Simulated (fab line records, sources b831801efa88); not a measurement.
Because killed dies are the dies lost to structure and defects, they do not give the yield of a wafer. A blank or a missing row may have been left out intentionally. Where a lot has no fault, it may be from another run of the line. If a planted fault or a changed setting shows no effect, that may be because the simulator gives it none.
Which tool is to blame? -- flow sky130 -- 14 lots with 42 wafers sampled at 4 steps, on a route of 708 steps

== WHAT EACH GAUGE READ, for each wafer ==
SKY_SONOS_ONO_THK_MEAS_01.
lot,measured,on,SONOS_ONO_OXIDATION_THK (nm)
L601,day 11 10:54,film_metro-03,2.66 2.63 2.55
L602,day 11 23:16,film_metro-04,2.69 2.61 2.54
L603,day 12 12:51,film_metro-03,2.60 2.62 2.65
L604,day 12 15:43,film_metro-04,2.59 2.63 2.52
L606,day 13 04:59,film_metro-02,2.63 2.66 2.59
L607,day 13 14:27,film_metro-03,2.57 2.62 2.62
L612,day 15 07:16,film_metro-03,2.58 2.63 2.55
L614,day 15 19:17,film_metro-03,2.63 2.58 2.63
L616,day 16 15:31,film_metro-04,2.59 2.58 2.54
L617,day 16 20:51,film_metro-03,2.64 2.62 2.57
L619,day 17 18:41,film_metro-02,2.61 2.66 2.70
L622,day 18 17:55,film_metro-04,2.56 2.54 2.57
L623,day 19 06:56,film_metro-02,2.55 2.54 2.56
L624,day 19 18:44,film_metro-03,2.65 2.63 2.62

SKY_GATE_OXIDE_OVL_MEAS_10.
lot,measured,on,GATE_OXIDE_OVL (nm)
L601,day 13 18:17,overlay-01,3.0 1.7 1.7
L602,day 14 08:38,overlay-01,-2.4 -1.1 -2.0
L603,day 14 21:49,overlay-01,-0.6 -1.5 -0.6
L604,day 15 04:32,overlay-01,1.0 -0.2 0.0
L606,day 15 19:53,overlay-02,-0.1 -0.1 -0.1
L607,day 16 07:01,overlay-01,1.4 0.5 -1.0
L612,day 17 21:11,overlay-01,-1.9 -0.9 -1.1
L614,day 18 12:55,overlay-02,0.7 -0.6 1.3
L616,day 19 09:01,overlay-02,-0.9 -0.1 0.6
L617,day 19 14:40,overlay-01,1.8 0.9 0.6
L619,day 20 12:59,overlay-01,-2.5 -2.7 -1.3
L622,day 21 12:04,overlay-01,-0.1 -0.3 -1.2
L623,day 22 02:18,overlay-02,0.4 1.5 0.1
L624,day 22 13:21,overlay-01,0.6 0.0 -0.2

SKY_LDD_P_TW_MEAS_11.
lot,measured,on,LDD_P_TW
L601,day 18 23:09,film_metro-02,638 635 634
L602,day 19 16:22,film_metro-01,629 631 635
L603,day 20 03:37,film_metro-02,637 636 640
L604,day 20 18:52,film_metro-02,637 636 635
L606,day 21 08:46,film_metro-02,640 634 635
L607,day 21 17:22,film_metro-02,636 640 640
L612,day 23 07:46,film_metro-01,641 637 635
L614,day 24 02:57,film_metro-02,634 638 643
L616,day 24 23:50,film_metro-01,640 639 637
L617,day 25 01:22,film_metro-04,633 632 635
L619,day 25 23:17,film_metro-04,633 637 633
L622,day 27 03:40,film_metro-02,645 640 642
L623,day 27 11:01,film_metro-02,638 639 639
L624,day 27 20:46,film_metro-01,634 635 631

== TOOL THAT RAN EACH LOT (tool first, then ch and the chambers of the sampled wafers, then the start) ==
lot,SKY_LDD_N_EXPOSE_04
L601,"iline_stepper-02 ch 0, day 17 00:45"
L602,"iline_stepper-02 ch 0, day 17 16:55"
L603,"iline_stepper-01 ch 0, day 18 03:37"
L604,"iline_stepper-02 ch 0, day 18 18:40"
L606,"iline_stepper-02 ch 0, day 19 08:57"
L607,"iline_stepper-02 ch 0, day 19 17:49"
L612,"iline_stepper-02 ch 0, day 21 07:42"
L614,"iline_stepper-02 ch 0, day 22 04:41"
L616,"iline_stepper-02 ch 0, day 22 22:40"
L617,"iline_stepper-02 ch 0, day 23 01:54"
L619,"iline_stepper-01 ch 0, day 24 01:20"
L622,"iline_stepper-02, day 25 06:49"
L623,"iline_stepper-01, day 25 13:56"
L624,"iline_stepper-01 ch 0, day 25 23:53"
- SKY_LDD_N_EXPOSE_04: exposes mask NTM, target cd 840 nm.

== WHAT THE TOOLS THEMSELVES READ (means of the sampled wafers that have a number; where no wafer has one, the mark that the record gives instead) ==
SKY_LDD_N_EXPOSE_04.
lot,tool,exposure_dose_mJ_cm2,focus_offset_nm (nm)
L601,iline_stepper-02,110.15,-0.7
L602,iline_stepper-02,110.10,0.1
L603,iline_stepper-01,110.00,0.5
L604,iline_stepper-02,110.14,-0.4
L606,iline_stepper-02,110.09,-0.1
L607,iline_stepper-02,109.96,0.3
L612,iline_stepper-02,110.05,-0.8
L614,iline_stepper-02,109.96,-0.0
L616,iline_stepper-02,109.91,-0.3
L617,iline_stepper-02,110.12,-0.6
L619,iline_stepper-01,110.04,0.2
L622,iline_stepper-02,-,-
L623,iline_stepper-01,-,-
L624,iline_stepper-01,110.08,0.3

== THE ANSWER, worked out from the rows above alone ==
Rule: the usual values come from the lots themselves. The widest of any qualifying gaps counts: lots, ordered by their means at a reading, are off when they make up no more than a third of the lots, leave a main group of 4 or more, and stand apart from it by 3 or more times the standard deviation of that group's means. A main group is skipped when, at the precision printed for the reading in the tables above, its means are all equal. Also off: a lot with no number at a reading for which 4 or more lots have one. All remaining lots with rows at the step are treated as sound. The gauges are gone through in route order, then the tools' own readings, and for those a lot's mean is taken as printed above. At the first step where some lot is off, the reading lying furthest off is the one used; lots without a number count as furthest.
Off, at SKY_LDD_N_EXPOSE_04 on exposure_dose_mJ_cm2: L622, L623. Without a number there: L622, L623. Main group: mean 110.05, sd 0.074.
If a tool, at that step or one of the process steps before it, ran each lot that is off and ran no sound lot following the first of them, it fits. No candidate that was tried fits.

== WHAT WAS PUT IN BY THE SIMULATOR ==
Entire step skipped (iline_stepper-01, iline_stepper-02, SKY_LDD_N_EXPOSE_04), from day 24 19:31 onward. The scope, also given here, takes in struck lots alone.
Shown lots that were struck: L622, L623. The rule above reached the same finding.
